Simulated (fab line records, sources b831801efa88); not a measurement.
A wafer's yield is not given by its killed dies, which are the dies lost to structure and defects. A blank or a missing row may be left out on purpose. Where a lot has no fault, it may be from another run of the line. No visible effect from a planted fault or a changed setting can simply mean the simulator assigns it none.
Which tool is to blame? + flow gf180mcu + 13 lots, 39 wafers sampled, at 5 steps of a route of 602

## WHAT THE GAUGES READ, wafer by wafer
GF_POLY_GATE_CD_MEAS_10: the cd target is 280 nm.
| lot  | measured     | on        | cd_nm (nm)        |
|------|--------------|-----------|-------------------|
| L783 | day 9 05:47  | cd_sem-02 | 280.6 280.4 279.8 |
| L784 | day 9 15:53  | cd_sem-02 | 279.0 278.3 279.5 |
| L785 | day 9 16:13  | cd_sem-01 | 280.6 281.0 280.8 |
| L787 | day 10 10:17 | cd_sem-02 | 278.2 279.2 280.3 |
| L788 | day 10 14:15 | cd_sem-02 | 279.0 278.3 277.8 |
| L789 | day 10 18:44 | cd_sem-01 | 278.1 277.2 279.9 |
| L790 | day 11 03:07 | cd_sem-02 | 282.2 281.3 281.9 |
| L797 | day 13 06:59 | cd_sem-02 | 272.3 277.5 272.7 |
| L798 | day 13 14:14 | cd_sem-01 | 279.1 274.6 274.6 |
| L799 | day 13 20:17 | cd_sem-01 | 274.0 280.3 279.3 |
| L802 | day 15 01:14 | cd_sem-01 | 279.7 280.3 280.8 |
| L804 | day 15 16:26 | cd_sem-02 | 280.3 281.0 279.8 |
| L806 | day 16 06:38 | cd_sem-02 | 279.8 279.6 279.3 |

GF_V2_BOW_MEAS_05.
| lot  | measured     | on            | V2_BOW (um) |
|------|--------------|---------------|-------------|
| L783 | day 19 06:38 | film_metro-04 | 95 81 97    |
| L784 | day 19 15:52 | film_metro-01 | 86 82 95    |
| L785 | day 19 19:35 | film_metro-04 | 115 102 98  |
| L787 | day 20 20:10 | film_metro-01 | 107 100 100 |
| L788 | day 21 05:03 | film_metro-01 | 94 92 89    |
| L789 | day 21 07:46 | film_metro-04 | 91 95 96    |
| L790 | day 21 12:02 | film_metro-04 | 92 94 90    |
| L797 | day 24 07:10 | film_metro-01 | 91 95 92    |
| L798 | day 24 12:43 | film_metro-02 | 105 104 100 |
| L799 | day 24 17:25 | film_metro-01 | 101 106 109 |
| L802 | day 26 00:22 | film_metro-02 | 96 100 97   |
| L804 | day 26 13:53 | film_metro-04 | 98 85 91    |
| L806 | day 27 10:02 | film_metro-04 | 109 94 87   |

## WHICH TOOL RAN EACH LOT (tool, then ch and the chambers of the sampled wafers, then the start)
| lot  | GF_POLY_GATE_SOFTBAKE_06          | GF_CONTACT_SPUTTER_23        | GF_M2_SPUTTER_02             |
|------|-----------------------------------|------------------------------|------------------------------|
| L783 | litho_track-02 ch 0, day 8 21:00  | pvd_sputter-04, day 16 04:07 | pvd_sputter-03, day 18 05:14 |
| L784 | litho_track-01 ch 0, day 9 06:00  | pvd_sputter-03, day 16 14:44 | pvd_sputter-03, day 18 14:05 |
| L785 | litho_track-03 ch 0, day 9 07:00  | pvd_sputter-03, day 16 17:08 | pvd_sputter-02, day 18 17:30 |
| L787 | litho_track-03 ch 0, day 10 00:00 | pvd_sputter-04, day 17 15:53 | pvd_sputter-03, day 19 18:11 |
| L788 | litho_track-01 ch 0, day 10 04:00 | pvd_sputter-04, day 17 20:17 | pvd_sputter-01, day 20 03:26 |
| L789 | litho_track-02 ch 0, day 10 09:00 | pvd_sputter-04, day 18 01:05 | pvd_sputter-03, day 20 05:53 |
| L790 | litho_track-03 ch 0, day 10 18:00 | pvd_sputter-01, day 18 07:01 | pvd_sputter-03, day 20 11:02 |
| L797 | litho_track-03 ch 0, day 12 21:00 | pvd_sputter-03, day 21 02:07 | pvd_sputter-02, day 23 05:02 |
| L798 | litho_track-03 ch 0, day 13 04:00 | pvd_sputter-03, day 21 11:53 | pvd_sputter-03, day 23 13:09 |
| L799 | litho_track-03 ch 0, day 13 09:00 | pvd_sputter-01, day 21 16:17 | pvd_sputter-01, day 23 18:22 |
| L802 | litho_track-01 ch 0, day 14 14:00 | pvd_sputter-04, day 23 00:47 | pvd_sputter-01, day 25 01:04 |
| L804 | litho_track-01 ch 0, day 15 05:00 | pvd_sputter-03, day 23 16:20 | pvd_sputter-01, day 25 15:38 |
| L806 | litho_track-01 ch 0, day 15 20:00 | pvd_sputter-01, day 24 13:34 | pvd_sputter-03, day 26 12:26 |
- GF_POLY_GATE_SOFTBAKE_06: time 60 s.
- GF_CONTACT_SPUTTER_23: material TiN, target thk 10 nm, time 40 s.
- GF_M2_SPUTTER_02: material AlCu, target thk 450 nm, time 23.9 s.

## WHAT THE TOOLS THEMSELVES READ (means of the sampled wafers that have a number; where no wafer has one, the mark that the record gives instead)
GF_POLY_GATE_SOFTBAKE_06.
| lot  | tool           | chill_plate_temp_C (C) | exhaust_pa (Pa) | run_length_s (s) |
|------|----------------|------------------------|-----------------|------------------|
| L783 | litho_track-02 | 23.23                  | 45.6            | 89.02            |
| L784 | litho_track-01 | 23.03                  | 45.2            | 89.20            |
| L785 | litho_track-03 | 23.05                  | 45.9            | 88.83            |
| L787 | litho_track-03 | 22.99                  | 44.6            | 88.77            |
| L788 | litho_track-01 | 23.01                  | 44.5            | 89.19            |
| L789 | litho_track-02 | 23.02                  | 45.9            | 89.08            |
| L790 | litho_track-03 | 22.90                  | 45.8            | 88.92            |
| L797 | litho_track-03 | 22.95                  | 45.8            | 116.80           |
| L798 | litho_track-03 | 22.85                  | 44.8            | 116.80           |
| L799 | litho_track-03 | 23.03                  | 45.9            | 102.87           |
| L802 | litho_track-01 | 22.93                  | 44.7            | 89.24            |
| L804 | litho_track-01 | 22.81                  | 46.1            | 89.19            |
| L806 | litho_track-01 | 22.88                  | 44.0            | 89.31            |

GF_CONTACT_SPUTTER_23.
| lot  | tool           | throttle_valve_pct (%) |
|------|----------------|------------------------|
| L783 | pvd_sputter-04 | 30.5                   |
| L784 | pvd_sputter-03 | 30.9                   |
| L785 | pvd_sputter-03 | 31.2                   |
| L787 | pvd_sputter-04 | 30.1                   |
| L788 | pvd_sputter-04 | 30.3                   |
| L789 | pvd_sputter-04 | 30.1                   |
| L790 | pvd_sputter-01 | 29.9                   |
| L797 | pvd_sputter-03 | 30.8                   |
| L798 | pvd_sputter-03 | 30.1                   |
| L799 | pvd_sputter-01 | 30.6                   |
| L802 | pvd_sputter-04 | 29.7                   |
| L804 | pvd_sputter-03 | 30.5                   |
| L806 | pvd_sputter-01 | 30.5                   |

GF_M2_SPUTTER_02.
| lot  | tool           | throttle_valve_pct (%) |
|------|----------------|------------------------|
| L783 | pvd_sputter-03 | 31.1                   |
| L784 | pvd_sputter-03 | 30.4                   |
| L785 | pvd_sputter-02 | 29.2                   |
| L787 | pvd_sputter-03 | 31.0                   |
| L788 | pvd_sputter-01 | 30.7                   |
| L789 | pvd_sputter-03 | 29.9                   |
| L790 | pvd_sputter-03 | 30.2                   |
| L797 | pvd_sputter-02 | 29.5                   |
| L798 | pvd_sputter-03 | 30.3                   |
| L799 | pvd_sputter-01 | 31.2                   |
| L802 | pvd_sputter-01 | 30.2                   |
| L804 | pvd_sputter-01 | 30.6                   |
| L806 | pvd_sputter-03 | 30.5                   |

## THE ANSWER, worked out from the rows above alone
Rule: usual is defined by the lots themselves. The widest of any qualifying gaps counts: lots, ordered by their means at a reading, are off when they make up no more than a third of the lots, leave a main group of 4 or more, and stand apart from it by 3 or more times the standard deviation of that group's means. A main group whose means are all the same, to the digits that the tables above print for the reading, isn't used. Also off: a lot with no number at a reading for which 4 or more lots have one. All remaining lots with rows at the step are treated as sound. First the gauges in route order, then the tools' own readings, where a lot's mean is used as printed above. At the first step where some lot is off, the reading lying furthest off is the one used; lots without a number count as furthest.
Off: L797, L798, L799 (GF_POLY_GATE_SOFTBAKE_06, run_length_s). The main group has a mean of 89.08 s with a standard deviation of 0.17.
If a tool, at that step or one of the process steps before it, ran each lot that is off and ran no sound lot following the first of them, it fits. One candidate fits, namely litho_track-03 at GF_POLY_GATE_SOFTBAKE_06. Its last sound lot is L790 (day 10 18:00), its first lot that is off L797 (day 12 21:00): a fault that began between those two fits.
The tool's own readings at GF_POLY_GATE_SOFTBAKE_06 bear it out: on the lots that are off they differ by more than 5 times the standard deviation of the sound lots' means. run_length_s reads 112.16 s there against 89.08 s on the sound lots.

## WHAT THE SIMULATOR PUT IN
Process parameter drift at GF_POLY_GATE_SOFTBAKE_06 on litho_track-03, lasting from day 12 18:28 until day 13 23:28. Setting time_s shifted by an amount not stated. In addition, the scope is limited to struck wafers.
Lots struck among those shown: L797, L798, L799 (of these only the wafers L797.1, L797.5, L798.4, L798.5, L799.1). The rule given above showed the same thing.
